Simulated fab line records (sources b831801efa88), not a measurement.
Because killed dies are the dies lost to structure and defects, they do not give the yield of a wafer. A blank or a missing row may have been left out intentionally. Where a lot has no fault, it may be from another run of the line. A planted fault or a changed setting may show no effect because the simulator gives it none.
Problem report in the 8D (eight disciplines) form, filled by code | flow sky130 | the parts of the form that need people (team, actions taken, sign-off) are left out

## 1. PROBLEM STATEMENT
Wafers free of any fault read 6.89 ohm/sq (standard deviation 0.072) for CAPM_TIN_RS at SKY_CAPM_RS_MEAS_03, against a mean of 7.90 ohm/sq on 9 wafers of 3 lots. That puts it +14 standard deviations away from the usual mean.
The step: measures by four-point-probe.
First seen on wafer L811.4, day 41 12:00, on film metro-02. The record holds 30 wafers of 10 lots with a number at this step. By rule, "out" or "out of limits" means more than 4 standard deviations away from the usual mean. Any other wafer with a number is counted as sound.

## 2. WHAT IT IS, AND WHAT IT ISN'T
question                    | is                                          | is not
which readings at this step | CAPM_TIN_RS                                 | -
which lots                  | L811, L812, L813                            | L795, L798, L804, L806, L807, L810, L815
which wafers of those lots  | all that have a number                      | -
read on which gauges        | film metro-02, film metro-03, film metro-04 | -
when                        | from day 41 12:00                           | up to then (18 sound wafers); but 3 sound wafers of L815 came after

## 3. THE SUSPECTS, EACH WITH WHAT RULES IT OUT
Counting: any tool at a process step up to the reading is kept as a suspect provided that every lot that is out went through it and no sound lot did after the first of them.
- the gauge at SKY_CAPM_RS_MEAS_03 is ruled out. The wafers that are out were read on 3 gauges (film metro-02, film metro-03, film metro-04).
- pvd sputter-03 at SKY_CAPM_SPUTTER_02 (material TiN, target thk 200 nm, time 166.7 s): kept. It ran every lot that is out, first L811 (day 41 11:50), and no sound lot after that; its last sound lot up to then is L806 (day 40 04:47). Out on those wafers are its own readings of cathode dc power W.
The count leaves pvd sputter-03 at SKY_CAPM_SPUTTER_02.

## 4. THE CAUSE (what the simulator had put in)
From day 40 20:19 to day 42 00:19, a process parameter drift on pvd sputter-03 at SKY_CAPM_SPUTTER_02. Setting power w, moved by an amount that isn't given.
Only this tool survived the counting.

## 5. THE CHAIN OF EFFECTS, in route order
One row per reading whose mean, taken over the struck wafers that have a number, lies over 3 standard deviations from the usual. Readings are gone through only where the record gives a usual standard deviation; hours: the median, over the lots, of the time from a lot's start at the first step in this table giving one to that lot's start at this step; sigmas: the change measured in usual standard deviations.
hours | step                   | reading            | usual       | on struck wafers | change | sigmas
0     | SKY_CAPM_SPUTTER_02    | cathode dc power W | 6500.0 W    | 5641.2           | -858.8 | -99 or more
0     | SKY_CAPM_RS_MEAS_03    | CAPM_TIN_RS        | 6.89 ohm/sq | 7.90             | +1.01  | +14
0     | SKY_CAPM_THK_MEAS_04   | CAPM_TIN_THK       | 202.2 nm    | 176.9            | -25.3  | -11
24    | SKY_CAPM_METAL_ETCH_13 | oes product au     | 0.943 a.u.  | 0.875            | -0.068 | -9.3
24    | SKY_CAPM_METAL_ETCH_13 | throttle valve pct | 21.900 %    | 21.946           | +0.046 | +5.0
Process steps it contains:
- SKY_CAPM_SPUTTER_02: material TiN, target thk 200 nm, time 166.7 s.
- SKY_CAPM_METAL_ETCH_13: etches TiN in Cl2/BCl3, stops on SiO2, target depth 220 nm, time 62.9 s.

## 6. HOW IT WOULD HAVE BEEN CAUGHT EARLIER
16 hours passed between the start of the fault at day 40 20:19 and the first reading out of limits at a measuring or inspecting step in this record, taken at day 41 12:00.
Tool's own readings at SKY_CAPM_SPUTTER_02, cathode dc power W: out on all struck wafers the step has rows for; an alarm limit on them would have tripped on the first.
Of the lots that are out (3), L812, L813 began SKY_CAPM_SPUTTER_02 on pvd sputter-03 after day 41 12:00. A hold on the tool at that time would have spared those 2.
